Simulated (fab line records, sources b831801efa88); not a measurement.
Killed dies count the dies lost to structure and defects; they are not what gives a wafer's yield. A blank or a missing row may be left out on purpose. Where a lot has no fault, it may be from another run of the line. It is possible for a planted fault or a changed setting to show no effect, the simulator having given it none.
What tool caused it? | flow gf180mcu | 12 lots with 36 wafers sampled at 6 steps, on a route of 602 steps

WHAT THE GAUGES SHOWED, per wafer
GF_HV_LDD_TW_MEAS_23.
lot  | measured     | on            | HV_LDD_2_TW
L764 | day 10 15:04 | film-metro-04 | 1054 1056 1060
L766 | day 11 03:41 | film-metro-03 | 1068 1069 1065
L767 | day 11 19:11 | film-metro-03 | 1065 1066 1070
L768 | day 12 01:23 | film-metro-02 | 1052 1060 1056
L770 | day 12 14:53 | film-metro-03 | 1054 1050 1055
L772 | day 13 11:52 | film-metro-04 | 1054 1051 1053
L773 | day 13 12:17 | film-metro-04 | 1054 1047 1051
L783 | day 16 22:17 | film-metro-02 | 1069 1063 1058
L784 | day 17 05:34 | film-metro-04 | 1059 1047 1047
L785 | day 17 12:32 | film-metro-02 | 1063 1063 1060
L786 | day 17 16:12 | film-metro-02 | 1061 1065 1066
L787 | day 18 01:10 | film-metro-04 | 1064 1059 1064

GF_HV_LDD_TW_MEAS_38.
lot  | measured     | on            | HV_LDD_3_TW
L764 | day 11 09:53 | film-metro-02 | 1442 1442 1440
L766 | day 11 23:26 | film-metro-04 | 1433 1431 1428
L767 | day 12 15:37 | film-metro-04 | 1440 1432 1444
L768 | day 12 21:42 | film-metro-03 | 1443 1440 1442
L770 | day 13 11:38 | film-metro-03 | 1435 1433 1430
L772 | day 14 08:44 | film-metro-02 | 1436 1436 1437
L773 | day 14 09:22 | film-metro-04 | 1447 1436 1442
L783 | day 17 21:37 | film-metro-02 | 1487 1488 1490
L784 | day 18 05:02 | film-metro-04 | 1481 1484 1490
L785 | day 18 12:56 | film-metro-02 | 1440 1433 1437
L786 | day 18 16:35 | film-metro-02 | 1445 1442 1437
L787 | day 19 01:44 | film-metro-02 | 1436 1445 1449

GF_HV_LDD_RS_MEAS_53: a four-point-probe measurement.
lot  | measured     | on            | HV_LDD_RS (ohm/sq)
L764 | day 12 05:57 | film-metro-04 | 417.9 417.2 417.7
L766 | day 12 19:31 | film-metro-02 | 417.9 417.3 418.8
L767 | day 13 12:19 | film-metro-02 | 418.2 418.1 418.6
L768 | day 13 18:26 | film-metro-03 | 417.9 418.3 418.1
L770 | day 14 08:11 | film-metro-03 | 416.6 417.3 416.1
L772 | day 15 06:18 | film-metro-02 | 419.6 418.1 418.9
L773 | day 15 06:34 | film-metro-03 | 416.8 418.6 417.7
L783 | day 18 21:40 | film-metro-03 | 412.0 410.6 411.6
L784 | day 19 05:36 | film-metro-04 | 410.9 410.6 410.2
L785 | day 19 13:36 | film-metro-04 | 417.5 418.6 417.3
L786 | day 19 18:06 | film-metro-04 | 417.7 418.1 417.1
L787 | day 20 03:03 | film-metro-03 | 419.0 418.6 419.3

WHAT TOOL EACH LOT RAN ON (gives the tool, then ch and the chambers of the sampled wafers, and finally the start)
lot  | GF_HV_LDD_IMPLANT_34            | GF_HV_LDD_STRIP_37                   | GF_HV_LDD_RTA_52
L764 | implanter-03 ch 0, day 11 09:20 | plasma-asher-02 ch 0, day 11 09:47   | rtp-anneal-01 ch 0, day 12 05:53
L766 | implanter-01 ch 0, day 11 22:53 | plasma-asher-01 ch 0,1, day 11 23:20 | rtp-anneal-02 ch 0, day 12 19:27
L767 | implanter-03 ch 0, day 12 15:04 | plasma-asher-02 ch 0,1, day 12 15:31 | rtp-anneal-02 ch 0, day 13 12:15
L768 | implanter-03 ch 0, day 12 21:10 | plasma-asher-02 ch 0,1, day 12 21:35 | rtp-anneal-02 ch 0, day 13 18:21
L770 | implanter-01 ch 0, day 13 11:04 | plasma-asher-04 ch 0,1, day 13 11:31 | rtp-anneal-01 ch 0, day 14 08:06
L772 | implanter-03 ch 0, day 14 08:13 | plasma-asher-01 ch 0,1, day 14 08:39 | rtp-anneal-02 ch 0, day 15 06:13
L773 | implanter-01 ch 0, day 14 08:49 | plasma-asher-04 ch 0,1, day 14 09:16 | rtp-anneal-01 ch 0, day 15 06:29
L783 | implanter-01 ch 0, day 17 21:04 | plasma-asher-04 ch 0,1, day 17 21:31 | rtp-anneal-01 ch 0, day 18 21:35
L784 | implanter-01 ch 0, day 18 04:29 | plasma-asher-04 ch 0,1, day 18 04:56 | rtp-anneal-01 ch 0, day 19 05:32
L785 | implanter-04 ch 0, day 18 12:23 | plasma-asher-02 ch 1, day 18 12:50   | rtp-anneal-01 ch 0, day 19 13:32
L786 | implanter-03 ch 0, day 18 16:02 | plasma-asher-04 ch 0,1, day 18 16:29 | rtp-anneal-01 ch 0, day 19 18:02
L787 | implanter-03 ch 0, day 19 01:11 | plasma-asher-01 ch 0,1, day 19 01:38 | rtp-anneal-01 ch 0, day 20 02:59
- GF_HV_LDD_IMPLANT_34
- GF_HV_LDD_STRIP_37: strips in O2/N2.
- GF_HV_LDD_RTA_52: time 10 s.

WHAT THE TOOLS THEMSELVES READ (means of the sampled wafers that have a number; where no wafer has one, the mark that the record gives instead)
GF_HV_LDD_IMPLANT_34.
lot  | tool         | beam-on-s (s) | dose-ions-cm2 | end-station-pressure-torr (Torr) | faraday-current-uA
L764 | implanter-03 | 9.87          | 7.5e+12       | 5.17e-06                         | 42.9
L766 | implanter-01 | 10.22         | 7.5e+12       | 5.00e-06                         | 41.4
L767 | implanter-03 | 9.84          | 7.5e+12       | 4.88e-06                         | 43.0
L768 | implanter-03 | 9.94          | 7.5e+12       | 5.16e-06                         | 42.5
L770 | implanter-01 | 9.94          | 7.5e+12       | 5.20e-06                         | 42.5
L772 | implanter-03 | 10.03         | 7.5e+12       | 4.92e-06                         | 42.2
L773 | implanter-01 | 10.04         | 7.5e+12       | 4.88e-06                         | 42.1
L783 | implanter-01 | 9.62          | 1.0e+13       | 4.86e-06                         | 61.0
L784 | implanter-01 | 9.86          | 1.0e+13       | 4.68e-06                         | 59.8
L785 | implanter-04 | 9.96          | 7.5e+12       | 4.89e-06                         | 42.5
L786 | implanter-03 | 10.08         | 7.5e+12       | 4.93e-06                         | 41.9
L787 | implanter-03 | 10.07         | 7.5e+12       | 4.90e-06                         | 42.1

GF_HV_LDD_STRIP_37.
lot  | tool            | drypump-motor-current-A (A) | heater-power-w (W) | oes-product-au (a.u.) | strip-time-to-endpoint-s (s)
L764 | plasma-asher-02 | 5.6                         | 353                | 0.713                 | 12.70
L766 | plasma-asher-01 | 5.0                         | 316                | 0.718                 | 12.67
L767 | plasma-asher-02 | 5.8                         | 337                | 0.717                 | 12.66
L768 | plasma-asher-02 | 5.8                         | 333                | 0.715                 | 12.67
L770 | plasma-asher-04 | 5.6                         | 330                | 0.716                 | 12.66
L772 | plasma-asher-01 | 5.0                         | 312                | 0.714                 | 12.63
L773 | plasma-asher-04 | 5.7                         | 330                | 0.719                 | 12.64
L783 | plasma-asher-04 | 5.6                         | 332                | 0.714                 | 12.64
L784 | plasma-asher-04 | 5.7                         | 330                | 0.718                 | 12.64
L785 | plasma-asher-02 | 6.1                         | 300                | 0.719                 | 12.65
L786 | plasma-asher-04 | 5.6                         | 330                | 0.713                 | 12.64
L787 | plasma-asher-01 | 5.0                         | 315                | 0.717                 | 12.58

GF_HV_LDD_RTA_52.
lot  | tool          | chamber-o2-ppm | lamp-power-pct (%) | wafer_temp_C_max
L764 | rtp-anneal-01 | 1.985          | 34.0               | 1005.2
L766 | rtp-anneal-02 | 2.004          | 33.3               | 1002.8
L767 | rtp-anneal-02 | 2.004          | 33.3               | 1005.0
L768 | rtp-anneal-02 | 1.992          | 33.3               | 1003.6
L770 | rtp-anneal-01 | 1.976          | 34.0               | 1004.9
L772 | rtp-anneal-02 | 2.016          | 33.3               | 1003.3
L773 | rtp-anneal-01 | 2.017          | 34.0               | 1005.6
L783 | rtp-anneal-01 | 2.006          | 34.0               | 1005.7
L784 | rtp-anneal-01 | 2.004          | 34.0               | 1005.7
L785 | rtp-anneal-01 | 2.007          | 34.0               | 1006.5
L786 | rtp-anneal-01 | 1.998          | 34.0               | 1006.4
L787 | rtp-anneal-01 | 2.026          | 34.0               | 1006.4

THE ANSWER, worked out from the rows above alone
Rule: usual is defined by the lots themselves. Put in order of their means at a reading, lots are off if they are a third of the lots or fewer, leave a main group of 4 or more, and stand apart from it by a gap of 3 or more times the standard deviation of the main group's means; of several such gaps the widest counts. Not used: any main group whose means are identical at the precision the tables above print for the reading. Also off: a lot with no number at a reading for which 4 or more lots have one. All remaining lots with rows at the step are treated as sound. First the gauges in route order, then the tools' own readings, where a lot's mean is used as printed above. At the first step where some lot is off, the reading lying furthest off is the one used; lots without a number count as furthest.
Off: L783, L784, at GF_HV_LDD_TW_MEAS_38 (HV_LDD_3_TW). Mean 1438 and standard deviation 4 in the main group.
A tool fits if, at a process step before that reading, it ran every lot that is off, and no sound lot after the first of them. Not tried: the gauges at GF_HV_LDD_TW_MEAS_38; whatever is off there is also off at GF_HV_LDD_IMPLANT_34, on other tools, and gauge error can't account for it. One candidate fits, namely implanter-01 at GF_HV_LDD_IMPLANT_34. Its last sound lot is L773 (day 14 08:49), its first lot that is off L783 (day 17 21:04): a fault that began between those two fits.
The tool's own readings at GF_HV_LDD_IMPLANT_34 bear it out: on the lots that are off they differ by more than 5 times the standard deviation of the sound lots' means. dose-ions-cm2 reads 1.0e+13 there against 7.5e+12 on the sound lots; faraday-current-uA reads 60.4 there against 42.3 on the sound lots.

WHAT THE SIMULATOR HAD INSERTED
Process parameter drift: implanter-01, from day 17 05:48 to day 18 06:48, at GF_HV_LDD_IMPLANT_34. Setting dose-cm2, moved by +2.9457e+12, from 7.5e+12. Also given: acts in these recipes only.
Lots struck among those shown: L783, L784. The rule above found the same.
